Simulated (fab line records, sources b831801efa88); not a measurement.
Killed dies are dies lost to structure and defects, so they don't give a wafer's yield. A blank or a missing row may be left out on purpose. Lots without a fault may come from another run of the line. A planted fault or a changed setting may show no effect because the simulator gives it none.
Which tool did it? | flow gf180mcu | 6 lots, 17 wafers sampled, at 4 steps of a route of 602

WHAT THE GAUGES READ, wafer by wafer
GF_VT_IMPLANT_RS_MEAS_48: measures by four-point-probe.
lot  | measured     | on            | LVPWELL_RS (ohm/sq)
L781 | day 7 16:46  | film_metro-03 | 1200 1200 1200
L783 | day 8 08:25  | film_metro-03 | 1202 1201 1197
L791 | day 11 03:49 | film_metro-01 | 1127 1197
L796 | day 12 03:47 | film_metro-03 | 1200 1198 1197
L800 | day 13 06:24 | film_metro-01 | 1198 1195 1194
L802 | day 13 21:23 | film_metro-04 | 1195 1194 1194

WHICH TOOL RAN EACH LOT (tool, then ch and the chambers of the sampled wafers, then the start)
lot  | GF_LVPWELL_IMPLANT_08          | GF_VT_IMPLANT_STRIP_42               | GF_VT_IMPLANT_RTA_45
L781 | implanter-01 ch 0, day 4 02:37 | plasma_asher-03 ch 0, day 7 16:13    | rtp_anneal-01 ch 0, day 7 16:25
L783 | implanter-03 ch 0, day 4 13:29 | plasma_asher-04 ch 0,1, day 8 07:51  | rtp_anneal-01 ch 0, day 8 08:04
L791 | implanter-04 ch 0, day 6 20:19 | plasma_asher-04 ch 0, day 11 03:14   | rtp_anneal-01 ch 0, day 11 03:28
L796 | implanter-03 ch 0, day 7 16:08 | plasma_asher-01 ch 0,1, day 12 03:13 | rtp_anneal-01 ch 0, day 12 03:26
L800 | implanter-01 ch 0, day 8 15:16 | plasma_asher-04 ch 1, day 13 05:51   | rtp_anneal-01 ch 0, day 13 06:04
L802 | implanter-01 ch 0, day 9 03:05 | plasma_asher-03 ch 0, day 13 20:49   | rtp_anneal-02 ch 0, day 13 21:02
- GF_LVPWELL_IMPLANT_08
- GF_VT_IMPLANT_STRIP_42: strips in O2/N2.
- GF_VT_IMPLANT_RTA_45: time 30 s.

THE ANSWER, worked out from the rows above alone
Rule: what is usual is taken from the lots themselves. Put in order of their means at a reading, lots are off if they are a third of the lots or fewer, leave a main group of 4 or more, and stand apart from it by a gap of 3 or more times the standard deviation of the main group's means; of several such gaps the widest counts. A main group whose means are all the same, to the digits that the tables above print for the reading, isn't used. A lot without any number at a reading at which 4 lots or more have one is off too. The other lots that the step has rows for count as sound.
Off: L791, at GF_VT_IMPLANT_RS_MEAS_48 (LVPWELL_RS). The main group: mean 1198 ohm/sq, standard deviation 2.3.
A tool fits if, at a process step before that reading, it ran every lot that is off, and no sound lot after the first of them. The gauges at GF_VT_IMPLANT_RS_MEAS_48 are tried like those tools. One fits: implanter-04 at GF_LVPWELL_IMPLANT_08. It ran no sound lot before its first lot that is off in this sample, so the start can't be narrowed down.

WHAT THE SIMULATOR HAD PUT IN
Process parameter drift: implanter-04, from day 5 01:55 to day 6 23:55, at GF_LVPWELL_IMPLANT_08. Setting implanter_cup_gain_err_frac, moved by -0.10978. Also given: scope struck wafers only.
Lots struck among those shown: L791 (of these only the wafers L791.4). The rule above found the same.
